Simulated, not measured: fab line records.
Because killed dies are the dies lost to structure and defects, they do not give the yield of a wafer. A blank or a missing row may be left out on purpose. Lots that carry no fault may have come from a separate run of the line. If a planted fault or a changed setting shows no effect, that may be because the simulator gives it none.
The same fault as seen by 2 desks	flow sky130	each desk has only its own numbers; what lay behind them comes last

== TOOL OWNER'S DESK, hdpcvd-02 ==
The tool's own readings at SKY_VIA2_HDPCVD_00 (deposits SiO2, target thk 1180 nm, time 196.7 s): means of the sampled wafers that have a number, for each lot that ran on this tool. Any lot whose mean is over 4 standard deviations away from the usual mean is out of limits and marked OUT; that distance is given in the brackets.
Columns: A = run length s at SKY_VIA2_HDPCVD_00, usual 224.4 s
lot	first seen here	A
L784	day 35 21:41	224.3
L785	day 36 01:31	224.5
L791	day 37 19:58	251.6 (+58) OUT
L793	day 38 20:13	251.8 (+58) OUT
L794	day 38 21:41	251.8 (+58) OUT
L795	day 39 03:41	224.6
L804	day 41 10:01	224.3
L807	day 42 12:14	224.2
L806	day 42 16:32	224.3
This desk's verdict: out of limits on L791, L793, L794, starting with L791 at day 37 19:58 (run length s at SKY_VIA2_HDPCVD_00). L784, L785, L795, L804, L807, L806: within limits.

== FROM THE METROLOGY DESK ==
What the gauges read, lot by lot, whatever tool the lot ran on: means of the sampled wafers that have a number. Any lot whose mean is over 4 standard deviations away from the usual mean is out of limits and marked OUT; that distance is given in the brackets.
Columns: A = VIA1_OVL at SKY_VIA1_OVL_MEAS_13, usual 6 nm; B = VIA2_HDPCVD_THK at SKY_VIA2_THK_MEAS_01, usual 1179 nm
lot	first seen here	A	B
L784	day 34 16:29	5	1182
L785	day 34 20:18	1	1178
L791	day 36 15:31	13	1348 (+14) OUT
L793	day 37 16:17	6	1348 (+14) OUT
L794	day 37 17:33	11	1350 (+14) OUT
L795	day 38 00:25	4	1174
L799	day 38 23:21	4	1174
L800	day 39 05:58	9	1177
L804	day 40 07:31	4	1167
L807	day 41 09:43	10	1186
L806	day 41 13:25	7	1188
This desk's finding: out of limits on L791, L793, L794; first on L791, day 37 20:06 (VIA2_HDPCVD_THK at SKY_VIA2_THK_MEAS_01). L784, L785, L795, L799, L800, L804, L807, L806: within limits.

== PUT TOGETHER ==
The tool owner's desk had the chance to raise an alarm at day 37 19:58 on L791, L793, L794.
At day 37 20:06 the metrology desk could have sounded an alarm, on L791, L793, L794.
Of the lots named, all ran SKY_VIA2_HDPCVD_00 on hdpcvd-02.

== WHAT WAS PUT IN BY THE SIMULATOR ==
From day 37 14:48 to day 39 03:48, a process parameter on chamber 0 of hdpcvd-02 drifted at SKY_VIA2_HDPCVD_00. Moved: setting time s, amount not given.
Struck lots among those shown: L791, L793, L794.
Delay (hours) between the fault's onset and each desk's first out-of-limits reading: 5 at the tool owner's desk, 5 at the metrology desk.
